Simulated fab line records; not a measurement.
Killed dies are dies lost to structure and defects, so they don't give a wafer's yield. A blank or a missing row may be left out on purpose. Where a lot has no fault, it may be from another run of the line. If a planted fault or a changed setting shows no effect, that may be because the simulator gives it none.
fab line records -- flow sky130
[record] lots = 13, wafers = 38, last-day = 50
route steps=708 shown METAL1@449 VIA1@470 METAL2@500
lots untouched by any fault: they come from a run of this same line in which no faults occurred
start-h: hours from the record's first day to the start of the lot's first wafer shown -- wait-h: hours elapsed since this lot's preceding step -- " as in the row above -- L1.1+2: a single row standing in for several wafers -- - no value, or no start given -- * or withheld: withheld -- < > ~ a bound
route shown NAME@n: names a module that has steps shown in the file, with the first one's number in the route -- usual: mean/standard deviation of fault-free wafers -- same: alike in all rows -- chamber/n: place in a boat -- sites: per-site readings -- _std_site: standard deviation of those values -- _edge_site: mean of outer sites minus mean of inner sites -- radius-mm: how far each site lies from the wafer's centre -- mask NAME#n: copy n -- behind: the most recent tool/chamber to have shaped the wafer -- hold: cause of the lot's hold/its duration in hours/its outcome -- device: the transistor (n, p or np) that didn't switch -- end of line: the route-end tests of the same wafers -- a step without rows: its recipe alone -- killed: not the wafer's yield, but the dies lost to structure and defects at the first sort -- map: the dies of a wafer, with x for killed, . for not killed, _ for no die there
set.NAME: the setting as run; set.NAME@STEP: as run at that earlier step -- model.NAME: the simulator's own value behind a step, which no gauge read
the route's steps for a sample of lots (tables are steps, rows are wafers)
services: a tool's chamber out of use, with start hour (start-h, from the record's first day; less than 0 if before it), hours out, and reason
[[steps]]
[step SKY_METAL1_CD_MEAS_15]
[recipe] target-cd-nm = 140
[usual] cd-nm = 140.3/1.6
lot.wafer,tool,chamber,start-h,wait-h,cd-nm
L918.2,cd-sem-01,-,753.55,-,139.5
L918.3,cd-sem-01,-,753.55,-,138.3
L918.5,cd-sem-01,-,753.55,-,140.6
L919.1,cd-sem-02,-,772.58,-,140.1
L919.4,cd-sem-02,-,772.58,-,140.1
L919.6,cd-sem-02,-,772.58,-,140.9
L920.1,cd-sem-01,-,774.48,-,139.6
L920.2,cd-sem-01,-,774.48,-,140.5
L920.3,cd-sem-01,-,774.48,-,140.1
L921.3,cd-sem-02,-,797.72,-,143.4
L921.5,cd-sem-02,-,797.72,-,145.4
L921.6,cd-sem-02,-,797.72,-,142.7
L922.2,cd-sem-01,-,801.76,-,140.8
L922.3,cd-sem-01,-,801.76,-,142.1
L922.5,cd-sem-01,-,801.76,-,139.5
L924.2,cd-sem-01,-,820.35,-,140.5
L924.3,cd-sem-01,-,820.35,-,138.4
L924.4,cd-sem-01,-,820.35,-,140.3
L925.3,cd-sem-01,-,821.62,-,142.3
L925.4,cd-sem-01,-,821.62,-,141.3
L925.5,cd-sem-01,-,821.62,-,141.4
L923.1,cd-sem-01,-,822.93,-,141.8
L923.3,cd-sem-01,-,822.93,-,141.6
L923.5,cd-sem-01,-,822.93,-,143.6
L926.3,cd-sem-01,-,833.82,-,139.2
L926.4,cd-sem-01,-,833.82,-,139.8
L926.5,cd-sem-01,-,833.82,-,141.0
L934.1,cd-sem-01,-,883.83,-,139.8
L934.2,cd-sem-01,-,883.83,-,141.4
L935.1,cd-sem-01,-,893.75,-,141.5
L935.4,cd-sem-01,-,893.75,-,141.3
L935.6,cd-sem-01,-,893.75,-,142.6
L939.1,cd-sem-01,-,922.08,-,140.1
L939.3,cd-sem-01,-,922.08,-,139.9
L939.4,cd-sem-01,-,922.08,-,141.6
L941.2,cd-sem-01,-,932.60,-,141.2
L941.5,cd-sem-01,-,932.60,-,139.7
L941.6,cd-sem-01,-,932.60,-,139.2
[step SKY_VIA1_CD_MEAS_12]
[recipe] target-cd-nm = 150
[usual] cd-nm = 149.3/1.6
lot.wafer,tool,chamber,start-h,wait-h,cd-nm
L918.2,cd-sem-02,-,781.25,-,147.0
L918.3,cd-sem-02,-,781.25,-,148.8
L918.5,cd-sem-02,-,781.25,-,147.7
L919.1,cd-sem-01,-,800.53,-,148.3
L919.4,cd-sem-01,-,800.53,-,150.4
L919.6,cd-sem-01,-,800.53,-,149.4
L920.1,cd-sem-01,-,802.58,-,148.8
L920.2,cd-sem-01,-,802.58,-,148.5
L920.3,cd-sem-01,-,802.58,-,147.3
L921.3,cd-sem-02,-,826.62,-,148.8
L921.5,cd-sem-02,-,826.62,-,149.9
L921.6,cd-sem-02,-,826.62,-,147.6
L922.2,cd-sem-02,-,830.50,-,147.6
L922.3,cd-sem-02,-,830.50,-,147.7
L922.5,cd-sem-02,-,830.50,-,147.8
L924.2,cd-sem-02,-,849.14,-,148.0
L924.3,cd-sem-02,-,849.14,-,151.1
L924.4,cd-sem-02,-,849.14,-,148.9
L925.3,cd-sem-01,-,849.50,-,149.2
L925.4,cd-sem-01,-,849.50,-,151.3
L925.5,cd-sem-01,-,849.50,-,151.2
L923.1,cd-sem-01,-,850.96,-,153.0
L923.3,cd-sem-01,-,850.96,-,152.2
L923.5,cd-sem-01,-,850.96,-,152.2
L926.3,cd-sem-02,-,861.67,-,152.1
L926.4,cd-sem-02,-,861.67,-,152.2
L926.5,cd-sem-02,-,861.67,-,153.5
L934.1,cd-sem-02,-,910.91,-,150.3
L934.2,cd-sem-02,-,910.91,-,149.9
L935.1,cd-sem-01,-,920.18,-,148.6
L935.4,cd-sem-01,-,920.18,-,148.4
L935.6,cd-sem-01,-,920.18,-,148.6
L939.1,cd-sem-01,-,948.23,-,149.5
L939.3,cd-sem-01,-,948.23,-,149.0
L939.4,cd-sem-01,-,948.23,-,147.7
L941.2,cd-sem-01,-,958.48,-,150.7
L941.5,cd-sem-01,-,958.48,-,148.3
L941.6,cd-sem-01,-,958.48,-,149.2
[step SKY_VIA1_CMP_24]
[recipe] stop-on = SiO2, t-overpolish-s = 15, down-force-psi = 3.5, platen-rpm = 60, target-thk-nm = 0, pad-velocity-m-s = 0.94248
[usual] motor-current-A = 11.4/1.1, overpolish-run-s = 15.000/0.0094, time-to-endpoint-s = 63/3.1
lot.wafer,tool,chamber,start-h,wait-h,motor-current-A,overpolish-run-s,time-to-endpoint-s
L918.2,cmp-01,2,782.40,0.0,12.2,15.013,72
L918.3,cmp-01,1,782.40,0.0,12.5,14.999,67
L918.5,cmp-01,2,782.40,0.0,12.1,15.001,68
L919.4,cmp-02,0,802.48,0.1,10.4,15.007,64
L919.1,cmp-02,2,802.48,0.1,11.0,14.984,69
L919.6,cmp-02,0,802.48,0.1,10.3,15.014,61
L920.2,cmp-02,0,804.81,0.0,10.0,14.995,63
L920.3,cmp-02,2,804.81,0.0,10.6,15.011,64
L920.1,cmp-02,3,804.81,0.0,12.6,14.993,62
L921.3,cmp-01,3,827.81,0.1,12.4,15.004,64
L921.6,cmp-01,2,827.81,0.1,12.8,15.009,66
L921.5,cmp-01,3,827.81,0.1,12.0,14.987,65
L922.2,cmp-02,0,831.65,0.0,10.0,14.988,60
L922.3,cmp-02,3,831.65,0.0,11.9,14.998,59
L922.5,cmp-02,1,831.65,0.0,9.5,14.991,61
L924.3,cmp-02,3,850.30,0.0,11.9,14.983,62
L924.2,cmp-02,0,850.30,0.0,10.4,15.002,62
L924.4,cmp-02,1,850.30,0.0,9.3,14.984,63
L925.4,cmp-01,1,850.73,0.1,11.2,15.002,65
L925.3,cmp-01,2,850.73,0.1,12.5,15.002,64
L925.5,cmp-01,0,850.73,0.1,11.5,15.011,57
L923.3,cmp-02,2,852.24,0.1,11.8,15.010,64
L923.1,cmp-02,3,852.24,0.1,12.5,15.010,60
L923.5,cmp-02,0,852.24,0.1,10.6,15.003,60
L926.3,cmp-01,1,862.80,0.0,11.7,14.978,60
L926.4,cmp-01,0,862.80,0.0,11.7,15.002,60
L926.5,cmp-01,2,862.80,0.0,12.4,15.002,64
L934.1,cmp-02,2,912.22,0.2,11.3,0.033,104
L934.2,cmp-02,3,912.22,0.2,13.0,14.992,63
L935.4,cmp-02,2,921.35,0.0,11.3,0.041,104
L935.1,cmp-02,3,921.35,0.0,12.6,0.042,105
L935.6,cmp-02,3,921.35,0.0,12.3,14.986,58
L939.3,cmp-01,2,949.46,0.1,13.2,15.003,62
L939.4,cmp-01,3,949.46,0.1,13.4,15.026,65
L939.1,cmp-01,0,949.46,0.1,11.3,15.004,57
L941.2,cmp-01,3,959.68,0.1,12.9,15.000,63
L941.6,cmp-01,2,959.68,0.1,12.7,14.991,62
L941.5,cmp-01,3,959.68,0.1,12.3,14.998,65
[step SKY_METAL2_DESCUM_17]
[recipe] chemistry = O2, source-power-w = 150, bias-power-w = 0, pressure-mtorr = 10, temp-c = 40, time-s = 8
[usual] drypump-motor-current-A = 5.9/0.47, oes-product-au = 1.007/0.011
lot.wafer,tool,chamber,start-h,wait-h,drypump-motor-current-A,oes-product-au,rf-hours-counter-h
L918.2,rie-metal-01,1,810.13,0.0,5.8,1.003,11
L918.3,rie-metal-01,0,810.13,0.0,5.8,0.999,-
L918.5,rie-metal-01,1,810.13,0.0,5.8,1.009,-
L919.1,rie-metal-03,1,830.25,0.0,5.1,1.000,18
L919.4,rie-metal-03,1,830.25,0.0,5.1,0.998,-
L919.6,rie-metal-03,0,830.25,0.0,6.6,1.013,-
L920.1,rie-metal-02,0,832.45,0.0,5.7,1.021,4
L920.2,rie-metal-02,1,832.45,0.0,6.3,0.998,1
L920.3,rie-metal-02,1,832.45,0.0,6.3,0.993,-
L921.3,rie-metal-03,1,854.44,0.0,5.1,1.002,-
L921.5,rie-metal-03,0,854.44,0.0,6.6,1.022,-
L921.6,rie-metal-03,1,854.44,0.0,5.1,1.008,-
L922.2,rie-metal-01,1,858.83,0.0,5.8,1.013,13
L922.3,rie-metal-01,0,858.83,0.0,5.9,0.999,-
L922.5,rie-metal-01,0,858.83,0.0,5.9,1.010,-
L924.2,rie-metal-01,0,876.08,0.0,5.8,1.011,10
L924.3,rie-metal-01,1,876.08,0.0,5.8,1.001,-
L924.4,rie-metal-01,0,876.08,0.0,5.8,1.003,-
L925.3,rie-metal-03,0,876.67,0.0,6.6,1.029,-
L925.4,rie-metal-03,0,876.67,0.0,6.6,1.020,-
L925.5,rie-metal-03,0,876.67,0.0,6.5,1.029,-
L923.1,rie-metal-01,1,878.33,0.0,5.8,1.011,13
L923.3,rie-metal-01,0,878.33,0.0,5.9,0.993,-
L923.5,rie-metal-01,1,878.33,0.0,5.8,1.003,-
L926.3,rie-metal-02,0,888.54,0.0,5.6,1.012,-
L926.4,rie-metal-02,1,888.54,0.0,6.3,0.982,-
L926.5,rie-metal-02,1,888.54,0.0,6.3,0.998,-
L934.2,rie-metal-01,1,937.48,0.0,5.8,1.004,16
L935.6,rie-metal-03,1,946.79,0.0,5.1,1.008,-
L939.1,rie-metal-02,0,974.10,0.0,5.6,1.011,11
L939.3,rie-metal-02,1,974.10,0.0,6.3,0.990,-
L939.4,rie-metal-02,0,974.10,0.0,5.6,1.017,-
L941.2,rie-metal-01,1,984.75,0.0,5.8,1.009,18
L941.5,rie-metal-01,1,984.75,0.0,5.8,1.004,-
L941.6,rie-metal-01,0,984.75,0.0,5.8,1.006,-
[[services]]
tool,chamber,start-h,hours,kind
rie-metal-02,-,772.92,14.6,pm
rie-metal-02,1,798.68,-,clean
rie-metal-02,1,798.68,17.1,scheduled-down
rie-metal-02,1,798.68,17.1,vent-cycle
rie-metal-03,-,814.31,0.2,repair
rie-metal-03,-,822.28,2.8,pm
cmp-02,-,826.83,1.9,repair
rie-metal-01,0,830.12,11.0,repair
cmp-02,-,856.16,11.8,repair
rie-metal-03,1,864.16,-,clean
rie-metal-03,1,864.16,35.1,scheduled-down
rie-metal-03,1,864.16,35.1,vent-cycle
cmp-02,-,867.97,5.5,pm
rie-metal-02,-,911.11,2.8,pm
cmp-01,-,912.15,4.0,pm
cmp-01,-,916.15,-,consumable-replace:conditioner
cmp-01,-,916.15,-,consumable-replace:pad
rie-metal-01,-,921.75,2.8,pm
cmp-02,-,937.50,2.1,repair
rie-metal-02,1,962.79,3.4,repair
cmp-01,-,974.23,0.2,repair
[[key]]
[first-sign] step = SKY_VIA1_CMP_24, reading = overpolish-run-s, direction = down, sigmas = 99+, usual = 15.000, struck = 0.039
[effect] step = SKY_VIA1_CMP_24, reading = time-to-endpoint-s, direction = up, sigmas = 13, usual = *, struck = *
met-at SKY_VIA1_CMP_24
struck-lots L934,L935
struck-wafers L934.1,L935.1,L935.4
later-rows-left-out L934.1,L935.1,L935.4
sort-left-out L934.1,L935.1,L935.4
not-acting-at SKY_METAL1_CD_MEAS_15,SKY_VIA1_CD_MEAS_12,SKY_METAL2_DESCUM_17
onset-between 852.24 912.22
[fault] kind = process-parameter-drift, tool = cmp-02, chamber = -, onset-h = 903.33, steps = SKY_VIA1_CMP_24, channel = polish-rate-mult, offset = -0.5, shape = step, end-h = 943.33, scope = struck-wafers-only
// sort-left-out: the simulated sort isn't trusted on such a fault, so these wafers' sort isn't shown, and their yield isn't known
// later-rows-left-out: the simulator's readings of these wafers behind a module that went badly wrong aren't trusted and aren't shown, but for the sort
